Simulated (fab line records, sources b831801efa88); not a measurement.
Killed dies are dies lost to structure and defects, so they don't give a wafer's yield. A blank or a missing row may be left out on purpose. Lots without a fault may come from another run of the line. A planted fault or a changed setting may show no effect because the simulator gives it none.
Which tool did it? | flow gf180mcu | 14 lots, 42 wafers sampled, at 2 steps of a route of 602

WHAT THE GAUGES READ, wafer by wafer
GF_V3_THK_MEAS_01. Usual: V3_CVD_00_THK 599 nm, standard deviation 5.1.
lot  | measured     | on            | V3_CVD_00_THK (nm) | flag
L316 | day 21 21:52 | film_metro-02 | 591 605 594        |
L317 | day 22 05:31 | film_metro-01 | 610 607 604        |
L318 | day 22 11:47 | film_metro-04 | 613 604 606        |
L320 | day 23 06:37 | film_metro-04 | 600 596 590        |
L321 | day 23 15:23 | film_metro-04 | 604 589 595        |
L322 | day 24 01:23 | film_metro-04 | 605 607 601        |
L323 | day 24 10:10 | film_metro-04 | 602 594 594        |
L324 | day 24 17:32 | film_metro-04 | 604 598 596        |
L326 | day 25 10:13 | film_metro-04 | 511 510 507        | OFF
L327 | day 25 15:07 | film_metro-02 | 511 511 503        | OFF
L335 | day 27 23:55 | film_metro-04 | 592 589 591        |
L336 | day 28 11:31 | film_metro-01 | 596 604 596        |
L337 | day 28 20:17 | film_metro-01 | 605 595 599        |
L338 | day 29 00:51 | film_metro-01 | 598 604 593        |

WHICH TOOL RAN EACH LOT (tool, then ch and the chambers of the sampled wafers, then the start)
lot  | GF_V3_CVD_00
L316 | hdpcvd-02 ch 0,1, day 21 21:47
L317 | hdpcvd-01 ch 0,1,2, day 22 05:26
L318 | hdpcvd-01 ch 0,1,2, day 22 11:43
L320 | hdpcvd-02 ch 0,1, day 23 06:32
L321 | hdpcvd-02 ch 0,1,2, day 23 15:18
L322 | hdpcvd-02 ch 0,1,2, day 24 01:18
L323 | hdpcvd-02 ch 0,2, day 24 10:05
L324 | hdpcvd-01 ch 0,1,2, day 24 17:28
L326 | hdpcvd-02 ch 1,2, day 25 10:07
L327 | hdpcvd-02 ch 0,1,2, day 25 15:03
L335 | hdpcvd-02 ch 0,1, day 27 23:50
L336 | hdpcvd-02 ch 0,2, day 28 11:25
L337 | hdpcvd-01 ch 0,2, day 28 20:11
L338 | hdpcvd-02 ch 0,2, day 29 00:47
- GF_V3_CVD_00: deposits SiO2, target thk 600 nm, time 100 s.

WHAT THE TOOLS THEMSELVES READ (means of the sampled wafers that have a number; where no wafer has one, the mark that the record gives instead)
GF_V3_CVD_00. Usual: pressure_mtorr 6.001 mTorr, standard deviation 0.013; sih4_flow_sccm 60.03 sccm, standard deviation 0.15.
lot  | tool      | pressure_mtorr (mTorr) | sih4_flow_sccm (sccm) | flag
L316 | hdpcvd-02 | 6.010                  | 60.08                 |
L317 | hdpcvd-01 | 5.989                  | 59.99                 |
L318 | hdpcvd-01 | 5.995                  | 60.07                 |
L320 | hdpcvd-02 | 6.004                  | 60.12                 |
L321 | hdpcvd-02 | 6.003                  | 60.13                 |
L322 | hdpcvd-02 | 5.994                  | 60.08                 |
L323 | hdpcvd-02 | 5.993                  | 59.91                 |
L324 | hdpcvd-01 | 5.989                  | 60.17                 |
L326 | hdpcvd-02 | 6.002                  | 51.01                 | OFF
L327 | hdpcvd-02 | 6.005                  | 51.06                 | OFF
L335 | hdpcvd-02 | 6.004                  | 60.10                 |
L336 | hdpcvd-02 | 5.993                  | 60.06                 |
L337 | hdpcvd-01 | 5.996                  | 60.07                 |
L338 | hdpcvd-02 | 5.998                  | 60.08                 |

THE ANSWER, worked out from the rows above alone
Rule: a lot is off if the mean of its wafers that have a number lies more than 3 standard deviations from the usual mean. A lot without any number at a reading at which 4 lots or more have one is off too. The other lots that the step has rows for count as sound. The gauges are gone through in route order, then the tools' own readings, and for those a lot's mean is taken as printed above. The first step at which some lot is off is used, and at that step the reading that is off furthest; a lot without a number counts as furthest.
Off: L326, L327, at GF_V3_THK_MEAS_01 (V3_CVD_00_THK).
A tool fits if, at a process step before that reading, it ran every lot that is off, and no sound lot after the first of them. The gauges at GF_V3_THK_MEAS_01 aren't tried: what is off there is off at GF_V3_CVD_00 too, on other tools, and a gauge's error can't cause that. None of those tried fits.

WHAT THE SIMULATOR HAD PUT IN
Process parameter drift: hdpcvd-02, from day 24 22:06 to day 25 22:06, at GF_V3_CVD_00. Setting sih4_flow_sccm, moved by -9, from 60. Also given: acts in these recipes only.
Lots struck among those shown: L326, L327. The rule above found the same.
